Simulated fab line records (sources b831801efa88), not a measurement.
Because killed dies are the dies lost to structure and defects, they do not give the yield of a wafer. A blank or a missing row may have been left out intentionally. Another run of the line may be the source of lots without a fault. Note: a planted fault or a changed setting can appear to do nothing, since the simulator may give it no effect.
The tool behind it: which one? -- flow sky130 -- 10 lots with 29 wafers sampled at 7 steps, on a route of 708 steps

== WHAT THE GAUGES READ, wafer by wafer ==
SKY_METAL5_RS_MEAS_05: a four-point-probe measurement. Usual: for METAL5_ALCU_RS the level is 0.0270 ohm/sq and the standard deviation is 0.00031.
lot,measured,on,METAL5_ALCU_RS (ohm/sq),flag
L631,day 43 09:04,filmMetro-02,0.0273 0.0271 0.0268,
L632,day 44 04:56,filmMetro-02,0.0269 0.0269 0.0270,
L637,day 44 23:13,filmMetro-02,0.0271 0.0273 0.0273,
L638,day 45 10:50,filmMetro-01,0.0263 0.0266 0.0262,
L644,day 47 01:26,filmMetro-01,0.0353 0.0270,OFF
L647,day 47 21:01,filmMetro-01,0.0265 0.0268 0.0272,
L649,day 48 05:38,filmMetro-02,0.0273 0.0271 0.0270,
L650,day 48 08:10,filmMetro-01,0.0270 0.0269 0.0271,
L651,day 48 18:53,filmMetro-02,0.0266 0.0274 0.0275,
L652,day 48 19:32,filmMetro-02,0.0279 0.0275 0.0274,

SKY_METAL5_THK_MEAS_06: measures by xrf. Usual: for METAL5_ALCU_THK the level is 1145 nm and the standard deviation is 14.
lot,measured,on,METAL5_ALCU_THK (nm),flag
L631,day 43 09:11,filmMetro-02,1125 1129 1141,
L632,day 44 05:02,filmMetro-02,1140 1141 1133,
L637,day 44 23:20,filmMetro-02,1131 1131 1129,
L638,day 45 10:57,filmMetro-01,1183 1176 1185,
L644,day 47 01:34,filmMetro-01,886 1156,OFF
L647,day 47 21:07,filmMetro-01,1175 1159 1141,
L649,day 48 05:46,filmMetro-02,1130 1136 1145,
L650,day 48 08:16,filmMetro-01,1150 1149 1140,
L651,day 48 18:59,filmMetro-02,1160 1135 1121,
L652,day 48 19:37,filmMetro-02,1101 1126 1121,

SKY_PASSIVATION_THK_MEAS_01. Usual: for PASSIVATION_CVD_00_THK the level is 89.8 nm and the standard deviation is 1.2.
lot,measured,on,PASSIVATION_CVD_00_THK (nm),flag
L631,day 44 08:24,filmMetro-04,87.3 89.1 89.5,
L632,day 45 03:50,filmMetro-04,90.0 91.5 91.9,
L637,day 45 21:49,filmMetro-02,88.9 88.9 90.3,
L638,day 46 08:40,filmMetro-02,88.4 91.2 88.6,
L644,day 47 21:21,filmMetro-02,90.1 89.0,
L647,day 48 16:07,filmMetro-02,89.7 89.1 90.7,
L649,day 49 00:58,filmMetro-01,89.9 90.5 90.6,
L650,day 49 04:02,filmMetro-04,87.3 90.0 88.8,
L651,day 49 13:50,filmMetro-01,90.0 89.2 90.3,
L652,day 49 13:50,filmMetro-02,90.5 90.5 88.3,

== WHAT TOOL EACH LOT RAN ON (gives the tool, then ch and the chambers of the sampled wafers, and finally the start) ==
lot,SKY_METAL4_SPUTTER_00,SKY_CAP2M_CVD_00,SKY_METAL5_SPUTTER_02,SKY_METAL5_METAL_ETCH_15
L631,"pvdSputter-01, day 40 04:41","pecvd-03 ch 0,2, day 40 04:50","pvdSputter-04, day 43 08:56","rieMetal-03 ch 0, day 44 07:33"
L632,"pvdSputter-02, day 41 02:41","pecvd-03 ch 0,1,2, day 41 02:50","pvdSputter-02, day 44 04:46","rieMetal-01 ch 0,1, day 45 03:02"
L637,"pvdSputter-01, day 41 23:11","pecvd-01 ch 0,1, day 41 23:20","pvdSputter-03, day 44 23:06","rieMetal-03 ch 0,1, day 45 20:58"
L638,"pvdSputter-01, day 42 11:25","pecvd-03 ch 0,2, day 42 11:35","pvdSputter-04, day 45 10:42","rieMetal-03 ch 0,1, day 46 07:48"
L644,"pvdSputter-01, day 44 04:01","pecvd-02 ch 0,2, day 44 04:11","pvdSputter-02, day 47 01:19","rieMetal-03 ch 1, day 47 20:30"
L647,"pvdSputter-02, day 45 05:01","pecvd-03 ch 0,1,2, day 45 05:10","pvdSputter-04, day 47 20:52","rieMetal-01 ch 0,1, day 48 15:15"
L649,"pvdSputter-01, day 45 13:14","pecvd-02 ch 0,2, day 45 13:24","pvdSputter-03, day 48 05:31","rieMetal-01 ch 0, day 49 00:07"
L650,"pvdSputter-03, day 45 17:01","pecvd-02 ch 0,1, day 45 17:11","pvdSputter-03, day 48 08:01","rieMetal-02 ch 0, day 49 02:36"
L651,"pvdSputter-01, day 46 01:02","pecvd-02 ch 0,1,2, day 46 01:11","pvdSputter-04, day 48 18:44","rieMetal-01 ch 0, day 49 12:46"
L652,"pvdSputter-02, day 46 03:30","pecvd-01 ch 1,2, day 46 03:40","pvdSputter-04, day 48 19:22","rieMetal-03 ch 0,1, day 49 13:02"
- SKY_METAL4_SPUTTER_00: material Ti, target thk 15 nm, time 10 s.
- SKY_CAP2M_CVD_00: deposits SiO2, target thk 15.5 nm.
- SKY_METAL5_SPUTTER_02: material AlCu, target thk 1150 nm, time 61.2 s.
- SKY_METAL5_METAL_ETCH_15: etches the open film in Cl2/BCl3, stops on SiO2, target depth 1260 nm, time 252 s.

== AS READ BY THE TOOLS THEMSELVES (means over the sampled wafers that have a number; for cases with no such wafer, the mark the record gives instead) ==
SKY_METAL4_SPUTTER_00. Usual: chamberPressurePa 0.4000 Pa, standard deviation 0.00081; throttleValvePct 30.1 %, standard deviation 0.8.
lot,tool,chamberPressurePa (Pa),throttleValvePct (%),flag
L631,pvdSputter-01,0.4000,30.3,
L632,pvdSputter-02,0.4002,30.0,
L637,pvdSputter-01,0.4001,30.1,
L638,pvdSputter-01,0.3996,30.5,
L644,pvdSputter-01,0.3994,30.2,
L647,pvdSputter-02,0.3996,29.8,
L649,pvdSputter-01,0.4004,29.9,
L650,pvdSputter-03,0.3998,29.2,
L651,pvdSputter-01,0.4002,31.3,
L652,pvdSputter-02,0.3995,30.0,

SKY_CAP2M_CVD_00. Usual: heaterPowerW 705 W, standard deviation 81.
lot,tool,heaterPowerW (W),flag
L631,pecvd-03,751,
L632,pecvd-03,721,
L637,pecvd-01,679,
L638,pecvd-03,716,
L644,pecvd-02,723,
L647,pecvd-03,724,
L649,pecvd-02,702,
L650,pecvd-02,736,
L651,pecvd-02,704,
L652,pecvd-01,676,

SKY_METAL5_SPUTTER_02. Usual: chamberPressurePa 0.4000 Pa, standard deviation 0.0008; throttleValvePct 29.9 %, standard deviation 1.1.
lot,tool,chamberPressurePa (Pa),throttleValvePct (%),flag
L631,pvdSputter-04,0.4004,30.6,
L632,pvdSputter-02,0.3998,29.8,
L637,pvdSputter-03,0.4002,30.3,
L638,pvdSputter-04,0.4010,31.3,
L644,pvdSputter-02,0.3998,29.5,
L647,pvdSputter-04,0.3998,30.2,
L649,pvdSputter-03,0.4001,29.1,
L650,pvdSputter-03,0.4003,29.4,
L651,pvdSputter-04,0.3995,29.9,
L652,pvdSputter-04,0.4002,30.7,

SKY_METAL5_METAL_ETCH_15. Usual: drypumpMotorCurrentA 5.8 A, standard deviation 0.38; oesProductAu 0.894 a.u., standard deviation 0.0047; throttleValvePct 22.266 %, standard deviation 0.0087.
lot,tool,drypumpMotorCurrentA (A),oesProductAu (a.u.),throttleValvePct (%),flag
L631,rieMetal-03,5.4,0.893,22.271,
L632,rieMetal-01,5.4,0.896,22.266,
L637,rieMetal-03,5.6,0.895,22.264,
L638,rieMetal-03,5.9,0.893,22.265,
L644,rieMetal-03,6.1,0.841,22.271,OFF
L647,rieMetal-01,5.4,0.899,22.265,
L649,rieMetal-01,5.5,0.892,22.258,
L650,rieMetal-02,6.0,0.898,22.260,
L651,rieMetal-01,5.5,0.898,22.260,
L652,rieMetal-03,5.9,0.893,22.271,

== THE ANSWER, worked out from the rows above alone ==
Rule: lot off if the mean of its wafers having a number is beyond 3 standard deviations from the usual mean. Also off: a lot with no number at a reading for which 4 or more lots have one. All remaining lots with rows at the step are treated as sound. First the gauges in route order, then the tools' own readings, where a lot's mean is used as printed above. At the first step where some lot is off, the reading lying furthest off is the one used; lots without a number count as furthest.
Off: at SKY_METAL5_RS_MEAS_05 (METAL5_ALCU_RS), L644.
A tool fits if, at a process step before that reading, it ran every lot that is off, and no sound lot after the first of them. The gauges at SKY_METAL5_RS_MEAS_05 aren't tried: what is off there is off at SKY_METAL5_METAL_ETCH_15 too, on other tools, and a gauge's error can't cause that. One candidate fits, namely pvdSputter-02 at SKY_METAL5_SPUTTER_02. A fault onset in the window from L632 (day 44 04:46, its last sound lot) to L644 (day 47 01:19, its first lot off) fits.

== WHAT THE SIMULATOR HAD PUT IN ==
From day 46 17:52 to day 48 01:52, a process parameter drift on pvdSputter-02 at SKY_METAL5_SPUTTER_02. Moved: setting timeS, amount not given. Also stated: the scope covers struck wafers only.
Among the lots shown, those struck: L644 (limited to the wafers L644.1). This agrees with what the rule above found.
